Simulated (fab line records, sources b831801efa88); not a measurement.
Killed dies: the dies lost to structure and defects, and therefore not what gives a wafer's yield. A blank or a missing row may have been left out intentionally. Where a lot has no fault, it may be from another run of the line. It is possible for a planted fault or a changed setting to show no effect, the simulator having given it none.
Which of the tools did it? | flow sky130 | 13 lots with 39 wafers sampled at 6 steps, on a route of 708 steps

== WHAT THE GAUGES SHOWED, per wafer ==
SKY_NWELL_TW_MEAS_15. Usual: NWELL_TW typically reads 1831, with standard deviation 14.
lot  | measured     | on           | NWELL_TW       | flag
L115 | day 4 18:07  | filmMetro-04 | 1828 1829 1817 | 
L116 | day 4 23:34  | filmMetro-04 | 1819 1832 1830 | 
L117 | day 5 05:49  | filmMetro-03 | 1819 1824 1824 | 
L118 | day 5 12:22  | filmMetro-03 | 1823 1824 1839 | 
L121 | day 6 03:46  | filmMetro-04 | 1831 1834 1835 | 
L122 | day 6 14:41  | filmMetro-02 | 1863 1857 1856 | 
L128 | day 8 04:08  | filmMetro-04 | 1821 1830 1830 | 
L132 | day 8 20:25  | filmMetro-03 | 1822 1820 1820 | 
L133 | day 9 04:53  | filmMetro-03 | 1817 1815 1823 | 
L134 | day 9 10:55  | filmMetro-02 | 1846 1847 1851 | 
L135 | day 9 17:07  | filmMetro-03 | 1829 1827 1823 | 
L136 | day 9 21:31  | filmMetro-03 | 1820 1822 1831 | 
L137 | day 10 03:01 | filmMetro-03 | 1803 1809 1817 | 

SKY_NWELL_OVL_MEAS_23. Usual: NWELL_01_OVL typically reads 0.4 nm, with standard deviation 1.5.
lot  | measured     | on         | NWELL_01_OVL (nm) | flag
L115 | day 5 12:05  | overlay-01 | -0.7 0.4 0.6      | 
L116 | day 5 17:34  | overlay-01 | -0.6 -0.1 -0.4    | 
L117 | day 6 00:02  | overlay-02 | 1.1 1.1 -1.2      | 
L118 | day 6 06:41  | overlay-02 | 0.7 0.6 0.1       | 
L121 | day 6 22:59  | overlay-01 | 0.6 -0.6 0.7      | 
L122 | day 7 10:02  | overlay-01 | - -1.6 -2.0       | 
L128 | day 9 00:44  | overlay-01 | 1.2 -1.0 1.2      | 
L132 | day 9 17:55  | overlay-01 | 1.3 0.9 3.0       | 
L133 | day 10 03:08 | overlay-01 | -1.6 -1.2 -3.7    | 
L134 | day 10 10:02 | overlay-01 | -0.3 0.0 -0.5     | 
L135 | day 10 15:31 | overlay-02 | 3.4 2.8 4.2       | 
L136 | day 10 20:14 | overlay-01 | 2.1 1.1 3.2       | 
L137 | day 11 02:28 | overlay-02 | 3.0 0.6 1.1       | 

SKY_NWELL_TW_MEAS_26. Usual: NWELL_2_TW typically reads 498, with standard deviation 4.5.
lot  | measured     | on           | NWELL_2_TW  | flag
L115 | day 5 12:22  | filmMetro-04 | 496 495 494 | 
L116 | day 5 17:52  | filmMetro-03 | 496 494 498 | 
L117 | day 6 00:19  | filmMetro-02 | 503 502 501 | 
L118 | day 6 06:58  | filmMetro-02 | 505 505 504 | 
L121 | day 6 23:16  | filmMetro-04 | 498 502 500 | 
L122 | day 7 10:20  | filmMetro-03 | 30 496 492  | OFF
L128 | day 9 01:02  | filmMetro-04 | 499 496 494 | 
L132 | day 9 18:13  | filmMetro-02 | 504 504 504 | 
L133 | day 10 03:26 | filmMetro-02 | 505 502 502 | 
L134 | day 10 10:19 | filmMetro-03 | 488 491 494 | 
L135 | day 10 15:49 | filmMetro-02 | 502 504 503 | 
L136 | day 10 20:31 | filmMetro-04 | 499 497 495 | 
L137 | day 11 02:46 | filmMetro-04 | 492 492 493 | 

SKY_VT_ADJUST_NCORE_CD_MEAS_07 targets a cd of 380 nm. Usual: cdNm at 379.8 nm, with a standard deviation of 2.5.
lot  | measured     | on       | cdNm (nm)         | flag
L115 | day 8 19:55  | cdSem-02 | 380.6 380.5 379.3 | 
L116 | day 9 02:38  | cdSem-02 | 382.7 381.3 381.1 | 
L117 | day 9 10:15  | cdSem-01 | 380.0 376.1 377.0 | 
L118 | day 9 17:35  | cdSem-02 | 379.1 376.3 379.5 | 
L121 | day 10 13:55 | cdSem-02 | 379.8 380.1 379.3 | 
L122 | day 11 02:02 | cdSem-02 | 382.5 381.2 378.1 | 
L128 | day 12 22:40 | cdSem-02 | 379.5 381.4 382.1 | 
L132 | day 13 18:37 | cdSem-02 | 381.1 381.6 382.0 | 
L133 | day 14 03:28 | cdSem-01 | 375.7 377.5 378.0 | 
L134 | day 14 11:26 | cdSem-02 | 379.5 378.3 379.2 | 
L135 | day 14 18:37 | cdSem-01 | 382.3 381.1 381.3 | 
L136 | day 14 22:50 | cdSem-01 | 374.5 374.1 374.9 | 
L137 | day 15 07:43 | cdSem-01 | 378.1 379.8 379.6 | 

SKY_VT_ADJUST_NCORE_TW_MEAS_11. Usual: VT_ADJUST_NCORE_TW typically reads 218.8, with standard deviation 1.7.
lot  | measured     | on           | VT_ADJUST_NCORE_TW | flag
L115 | day 8 20:20  | filmMetro-04 | 220.4 219.9 220.2  | 
L116 | day 9 03:02  | filmMetro-01 | 218.4 218.4 218.4  | 
L117 | day 9 10:38  | filmMetro-01 | 217.4 217.2 217.7  | 
L118 | day 9 17:59  | filmMetro-01 | 217.4 217.2 217.9  | 
L121 | day 10 14:19 | filmMetro-01 | 219.7 218.5 219.3  | 
L122 | day 11 02:25 | filmMetro-04 | 219.7 219.8 219.9  | 
L128 | day 12 23:03 | filmMetro-01 | 217.0 215.4 217.2  | 
L132 | day 13 19:02 | filmMetro-04 | 220.6 221.1 219.8  | 
L133 | day 14 03:50 | filmMetro-04 | 218.6 218.4 218.7  | 
L134 | day 14 11:50 | filmMetro-04 | 218.7 218.5 218.7  | 
L135 | day 14 19:01 | filmMetro-04 | 220.0 218.9 219.0  | 
L136 | day 14 23:14 | filmMetro-04 | 219.2 219.2 219.3  | 
L137 | day 15 08:08 | filmMetro-01 | 214.7 216.5 217.1  | 

== TOOL THAT RAN EACH LOT (tool first, then ch and the chambers of the sampled wafers, then the start) ==
lot  | SKY_NWELL_DEVELOP_22
L115 | lithoTrack-03 ch 0, day 5 11:00
L116 | lithoTrack-02 ch 0, day 5 17:00
L117 | lithoTrack-01 ch 0, day 5 23:00
L118 | lithoTrack-02 ch 0, day 6 06:00
L121 | lithoTrack-03 ch 0, day 6 22:00
L122 | lithoTrack-02 ch 0, day 7 09:00
L128 | lithoTrack-03 ch 0, day 9 00:00
L132 | lithoTrack-01 ch 0, day 9 17:00
L133 | lithoTrack-02 ch 0, day 10 03:00
L134 | lithoTrack-01 ch 0, day 10 09:00
L135 | lithoTrack-01 ch 0, day 10 15:00
L136 | lithoTrack-01 ch 0, day 10 20:00
L137 | lithoTrack-01 ch 0, day 11 02:00
- SKY_NWELL_DEVELOP_22: develop time 60 s.

== WHAT THE TOOLS THEMSELVES READ (means of the sampled wafers that have a number; where no wafer has one, the mark that the record gives instead) ==
SKY_NWELL_DEVELOP_22. Usual: exhaustPa at 44.9 Pa, with a standard deviation of 0.87.
lot  | tool          | exhaustPa (Pa) | flag
L115 | lithoTrack-03 | 44.0           | 
L116 | lithoTrack-02 | 44.4           | 
L117 | lithoTrack-01 | 45.2           | 
L118 | lithoTrack-02 | 45.3           | 
L121 | lithoTrack-03 | 44.0           | 
L122 | lithoTrack-02 | 45.6           | 
L128 | lithoTrack-03 | 44.5           | 
L132 | lithoTrack-01 | 46.0           | 
L133 | lithoTrack-02 | 45.2           | 
L134 | lithoTrack-01 | 44.2           | 
L135 | lithoTrack-01 | 44.4           | 
L136 | lithoTrack-01 | 44.8           | 
L137 | lithoTrack-01 | 45.9           | 

== THE ANSWER, worked out from the rows above alone ==
Rule: take the mean of a lot's wafers that have a number; if it is more than 3 standard deviations from the usual mean, the lot is off. A lot without any number at a reading at which 4 lots or more have one is off too. The other lots that the step has rows for count as sound. The gauges are gone through in route order, then the tools' own readings, and for those a lot's mean is taken as printed above. At the first step where some lot is off, the reading lying furthest off is the one used; lots without a number count as furthest.
Off: L122, at SKY_NWELL_TW_MEAS_26 (NWELL_2_TW).
If a tool, at a process step before that reading, ran all the lots that are off and no sound lot after the first of them, it fits. Gauges at SKY_NWELL_TW_MEAS_26: tried the same way as those tools. Of those tried, none fits.

== WHAT WAS PUT IN BY THE SIMULATOR ==
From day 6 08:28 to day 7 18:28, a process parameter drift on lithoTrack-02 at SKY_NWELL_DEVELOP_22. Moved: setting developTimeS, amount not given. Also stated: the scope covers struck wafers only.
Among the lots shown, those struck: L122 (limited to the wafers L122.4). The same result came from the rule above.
